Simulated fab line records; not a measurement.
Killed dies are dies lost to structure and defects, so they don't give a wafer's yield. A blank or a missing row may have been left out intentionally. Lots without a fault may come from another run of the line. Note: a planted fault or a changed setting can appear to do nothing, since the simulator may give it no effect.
The tool behind it: which one? :: flow sfqLine :: Sampling: 14 lots, 42 wafers, 2 of 325 route steps

## WHAT THE GAUGES SHOWED, per wafer
SFQ_M4_RS_MEAS_924: measures by four-point-probe. Usual: M4_NB_RS typically reads 0.890 ohm/sq, with standard deviation 0.0081.
lot: L853
measured: day 31 18:01
on: filmMetro-01
M4_NB_RS (ohm/sq): 0.891 0.885 0.894
flag: 

lot: L854
measured: day 34 09:37
on: filmMetro-04
M4_NB_RS (ohm/sq): 0.887 0.890 0.876
flag: 

lot: L856
measured: day 34 15:41
on: filmMetro-01
M4_NB_RS (ohm/sq): 0.875 0.878 0.883
flag: 

lot: L857
measured: day 34 22:49
on: filmMetro-04
M4_NB_RS (ohm/sq): 0.880 0.885 0.882
flag: 

lot: L858
measured: day 38 09:52
on: filmMetro-03
M4_NB_RS (ohm/sq): 0.888 0.882 0.881
flag: 

lot: L859
measured: day 38 13:53
on: filmMetro-03
M4_NB_RS (ohm/sq): 0.909 0.906 0.905
flag: 

lot: L861
measured: day 38 18:01
on: filmMetro-04
M4_NB_RS (ohm/sq): 0.897 0.900 0.899
flag: 

lot: L864
measured: day 39 00:04
on: filmMetro-04
M4_NB_RS (ohm/sq): 0.882 0.882 0.891
flag: 

lot: L867
measured: day 39 09:02
on: filmMetro-03
M4_NB_RS (ohm/sq): 1.781 1.775 0.889
flag: OFF

lot: L869
measured: day 39 15:59
on: filmMetro-03
M4_NB_RS (ohm/sq): 1.800 1.774 0.881
flag: OFF

lot: L870
measured: day 39 16:37
on: filmMetro-04
M4_NB_RS (ohm/sq): 0.890 0.896 0.890
flag: 

lot: L871
measured: day 39 18:58
on: filmMetro-01
M4_NB_RS (ohm/sq): 0.904 0.896 0.901
flag: 

lot: L873
measured: day 40 02:08
on: filmMetro-01
M4_NB_RS (ohm/sq): 0.888 0.896 0.893
flag: 

lot: L874
measured: day 40 04:10
on: filmMetro-03
M4_NB_RS (ohm/sq): 0.892 0.891 0.887
flag: 

## WHICH TOOL RAN EACH LOT (tool, then ch and the chambers of the sampled wafers, then the start)
lot: L853
SFQ_TRILAYER_M4_DEP_SPUTTER_091: pvdSputter-04, day 31 17:56

lot: L854
SFQ_TRILAYER_M4_DEP_SPUTTER_091: pvdSputter-04, day 34 09:32

lot: L856
SFQ_TRILAYER_M4_DEP_SPUTTER_091: pvdSputter-04, day 34 15:33

lot: L857
SFQ_TRILAYER_M4_DEP_SPUTTER_091: pvdSputter-05, day 34 22:44

lot: L858
SFQ_TRILAYER_M4_DEP_SPUTTER_091: pvdSputter-05, day 38 09:46

lot: L859
SFQ_TRILAYER_M4_DEP_SPUTTER_091: pvdSputter-04, day 38 13:46

lot: L861
SFQ_TRILAYER_M4_DEP_SPUTTER_091: pvdSputter-05, day 38 17:53

lot: L864
SFQ_TRILAYER_M4_DEP_SPUTTER_091: pvdSputter-04, day 38 23:58

lot: L867
SFQ_TRILAYER_M4_DEP_SPUTTER_091: pvdSputter-05, day 39 08:56

lot: L869
SFQ_TRILAYER_M4_DEP_SPUTTER_091: pvdSputter-05, day 39 15:53

lot: L870
SFQ_TRILAYER_M4_DEP_SPUTTER_091: pvdSputter-04, day 39 16:29

lot: L871
SFQ_TRILAYER_M4_DEP_SPUTTER_091: pvdSputter-06, day 39 18:53

lot: L873
SFQ_TRILAYER_M4_DEP_SPUTTER_091: pvdSputter-04, day 40 02:00

lot: L874
SFQ_TRILAYER_M4_DEP_SPUTTER_091: pvdSputter-06, day 40 04:05
- SFQ_TRILAYER_M4_DEP_SPUTTER_091: material Nb, target thk 200 nm, time 133.3 s.

## AS READ BY THE TOOLS THEMSELVES (means over the sampled wafers that have a number; for cases with no such wafer, the mark the record gives instead)
SFQ_TRILAYER_M4_DEP_SPUTTER_091. Usual: throttleValvePct at 30.0 %, with a standard deviation of 0.87.
lot: L853
tool: pvdSputter-04
throttleValvePct (%): 29.5
flag: 

lot: L854
tool: pvdSputter-04
throttleValvePct (%): 29.1
flag: 

lot: L856
tool: pvdSputter-04
throttleValvePct (%): 28.9
flag: 

lot: L857
tool: pvdSputter-05
throttleValvePct (%): 29.9
flag: 

lot: L858
tool: pvdSputter-05
throttleValvePct (%): 30.0
flag: 

lot: L859
tool: pvdSputter-04
throttleValvePct (%): 29.2
flag: 

lot: L861
tool: pvdSputter-05
throttleValvePct (%): 30.7
flag: 

lot: L864
tool: pvdSputter-04
throttleValvePct (%): 29.4
flag: 

lot: L867
tool: pvdSputter-05
throttleValvePct (%): 30.2
flag: 

lot: L869
tool: pvdSputter-05
throttleValvePct (%): 30.7
flag: 

lot: L870
tool: pvdSputter-04
throttleValvePct (%): 29.5
flag: 

lot: L871
tool: pvdSputter-06
throttleValvePct (%): 28.9
flag: 

lot: L873
tool: pvdSputter-04
throttleValvePct (%): 30.0
flag: 

lot: L874
tool: pvdSputter-06
throttleValvePct (%): 29.8
flag: 

## THE ANSWER, worked out from the rows above alone
Rule: a lot is off if the mean of its wafers that have a number lies more than 3 standard deviations from the usual mean. A lot without any number at a reading at which 4 lots or more have one is off too. The other lots that the step has rows for count as sound. After the gauges, taken in route order, come the tools' own readings; for these a lot's mean is taken, as printed above. The first step at which some lot is off is used, and at that step the reading that is off furthest; a lot without a number counts as furthest.
Off: L867, L869, seen at SFQ_M4_RS_MEAS_924 (M4_NB_RS).
If a tool, at a process step before that reading, ran all the lots that are off and no sound lot after the first of them, it fits. Those tools and the gauges at SFQ_M4_RS_MEAS_924 are tried in the same way. One fits: pvdSputter-05 at SFQ_TRILAYER_M4_DEP_SPUTTER_091. A fault onset in the window from L861 (day 38 17:53, its last sound lot) to L867 (day 39 08:56, its first lot off) fits.

## WHAT HAD BEEN PUT IN BY THE SIMULATOR
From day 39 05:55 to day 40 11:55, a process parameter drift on pvdSputter-05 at SFQ_TRILAYER_M4_DEP_SPUTTER_091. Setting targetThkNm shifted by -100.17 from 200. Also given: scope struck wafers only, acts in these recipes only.
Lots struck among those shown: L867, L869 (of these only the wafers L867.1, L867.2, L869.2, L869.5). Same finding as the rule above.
